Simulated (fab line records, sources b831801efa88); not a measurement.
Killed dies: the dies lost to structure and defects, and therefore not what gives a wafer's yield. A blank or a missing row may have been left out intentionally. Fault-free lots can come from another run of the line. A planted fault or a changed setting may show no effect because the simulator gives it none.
Which of the tools did it? | flow gf180mcu | 14 lots with 42 wafers sampled at 2 steps, on a route of 602 steps

## WHAT EACH GAUGE READ, for each wafer
GF_M4_OVL_MEAS_15.
lot  | measured     | on         | M4_OVL (nm)
L309 | day 23 17:29 | overlay-02 | -4 5 3
L310 | day 24 15:27 | overlay-02 | -5 3 -1
L311 | day 25 10:05 | overlay-01 | 1 3 4
L313 | day 25 14:49 | overlay-01 | 2 4 -3
L314 | day 25 20:07 | overlay-02 | 11 3 -5
L319 | day 27 09:26 | overlay-01 | -5 -6 -1
L322 | day 28 08:47 | overlay-01 | 5 -2 -4
L323 | day 28 14:11 | overlay-02 | 8 2 6
L324 | day 28 22:19 | overlay-01 | 1 4 3
L325 | day 29 08:29 | overlay-01 | 5 2 1
L327 | day 30 01:11 | overlay-02 | -2 0 2
L330 | day 30 15:29 | overlay-01 | 4 -1 -2
L331 | day 30 21:44 | overlay-01 | -6 -5 -6
L332 | day 31 02:29 | overlay-01 | -1 3 3

## EACH LOT AND THE TOOL THAT RAN IT (in order: tool; ch and the chambers of the sampled wafers; start)
lot  | GF_M4_SPUTTER_03
L309 | pvdSputter-03, day 22 18:32
L310 | pvdSputter-03, day 23 16:56
L311 | pvdSputter-04, day 24 11:50
L313 | pvdSputter-02, day 24 17:11
L314 | pvdSputter-03, day 24 21:37
L319 | pvdSputter-03, day 26 11:58
L322 | pvdSputter-03, day 27 12:01
L323 | pvdSputter-02, day 27 17:38
L324 | pvdSputter-02, day 28 02:11
L325 | pvdSputter-02, day 28 12:28
L327 | pvdSputter-03, day 29 06:17
L330 | pvdSputter-03, day 29 20:59
L331 | pvdSputter-04, day 30 03:04
L332 | pvdSputter-04, day 30 07:40
- GF_M4_SPUTTER_03: material Ti, target thk 10 nm, time 6.7 s.

## AS READ BY THE TOOLS THEMSELVES (means over the sampled wafers that have a number; for cases with no such wafer, the mark the record gives instead)
GF_M4_SPUTTER_03.
lot  | tool          | throttleValvePct (%)
L309 | pvdSputter-03 | 29.8
L310 | pvdSputter-03 | 30.7
L311 | pvdSputter-04 | 30.1
L313 | pvdSputter-02 | 30.6
L314 | pvdSputter-03 | 31.3
L319 | pvdSputter-03 | 29.3
L322 | pvdSputter-03 | 30.9
L323 | pvdSputter-02 | 30.3
L324 | pvdSputter-02 | 30.5
L325 | pvdSputter-02 | 30.1
L327 | pvdSputter-03 | 31.4
L330 | pvdSputter-03 | 32.0
L331 | pvdSputter-04 | 29.8
L332 | pvdSputter-04 | 29.2

## THE ANSWER, worked out from the rows above alone
Rule: usual is defined by the lots themselves. Put in order of their means at a reading, lots are off if they are a third of the lots or fewer, leave a main group of 4 or more, and stand apart from it by a gap of 3 or more times the standard deviation of the main group's means; of several such gaps the widest counts. The tables above print the reading to a certain number of digits; a main group whose means all agree to those digits is not used. A lot without any number at a reading at which 4 lots or more have one is off too. Where the step has rows for the other lots, those lots are counted as sound. First the gauges in route order, then the tools' own readings, where a lot's mean is used as printed above. The first step at which some lot is off is used, and at that step the reading that is off furthest; a lot without a number counts as furthest.
None of the lots is off at any reading shown; this tells nothing.

## WHAT THE SIMULATOR PUT IN
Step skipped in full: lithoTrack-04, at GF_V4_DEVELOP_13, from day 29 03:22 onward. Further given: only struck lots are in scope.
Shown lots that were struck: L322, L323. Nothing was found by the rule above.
